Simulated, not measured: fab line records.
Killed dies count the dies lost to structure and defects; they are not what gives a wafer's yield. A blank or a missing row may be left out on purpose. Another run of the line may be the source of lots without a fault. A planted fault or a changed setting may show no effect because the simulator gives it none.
Matching of chambers -- flow gf180mcu -- GF_SAB_ETCH_11 on rie diel-01 has 4 sister chambers
The step etches SiO2 in C4F8/O2/Ar, target depth 55 nm, time 8.5 s. 14 wafers are shown with their chamber, then 7 later ones without.

## WAFERS PAIRED WITH THEIR CHAMBERS
wafer,chamber,oes product au (a.u.),bias w (W)
L080.3,1,0.992,1202
L080.4,3,1.019,1207
L080.6,1,0.996,1203
L082.3,3,1.019,1198
L082.5,3,1.025,1194
L082.6,2,1.016,1203
L093.3,3,1.005,1203
L093.4,0,0.988,1205
L093.6,3,1.016,1205
L094.3,1,1.001,1203
L094.4,3,1.029,1203
L094.5,0,1.003,1201
L095.2,3,1.024,1200
L095.4,0,0.987,1196

SIGNATURES, as means of the wafers listed above
reading,chamber 0,chamber 1,chamber 2,chamber 3,scatter within a chamber
oes product au,0.99267,0.99633,1.01600,1.01957,0.00752
bias w,1200.67,1202.67,1203.00,1201.43,3.99
Rule: for a wafer and a chamber, the distance is found by dividing, reading by reading, the gap between the wafer's reading and the chamber's mean by the reading's scatter, squaring, summing and taking the root. The wafer belongs to the nearest chamber; if the next one is less than 2 further off, it can't be placed. The scatter: the root of (the sum of the squares of (reading less its chamber's mean) over the shown wafers, divided by (wafers less chambers)).

## WAFERS WITH NO CHAMBER GIVEN
wafer,oes product au (a.u.),bias w (W)
L095.6,0.998,1203
L096.1,1.027,1200
L096.2,0.997,1201
L096.5,0.992,1203
L097.1,1.018,1206
L097.3,0.995,1202
L097.6,1.000,1201

## WHICH CHAMBER EACH WENT THROUGH
wafer,from the rows above,in truth
L095.6,can't be placed: 1 or 0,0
L096.1,can't be placed: 3 or 2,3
L096.2,can't be placed: 1 or 0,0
L096.5,can't be placed: 1 or 0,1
L097.1,can't be placed: 2 or 3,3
L097.3,can't be placed: 1 or 0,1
L097.6,can't be placed: 1 or 0 or 2 or 3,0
Correctly placed: 0 of 7. Cannot be placed on the basis of these rows: 7; the candidates contain the true chamber in 7. Number placed wrongly: 0.
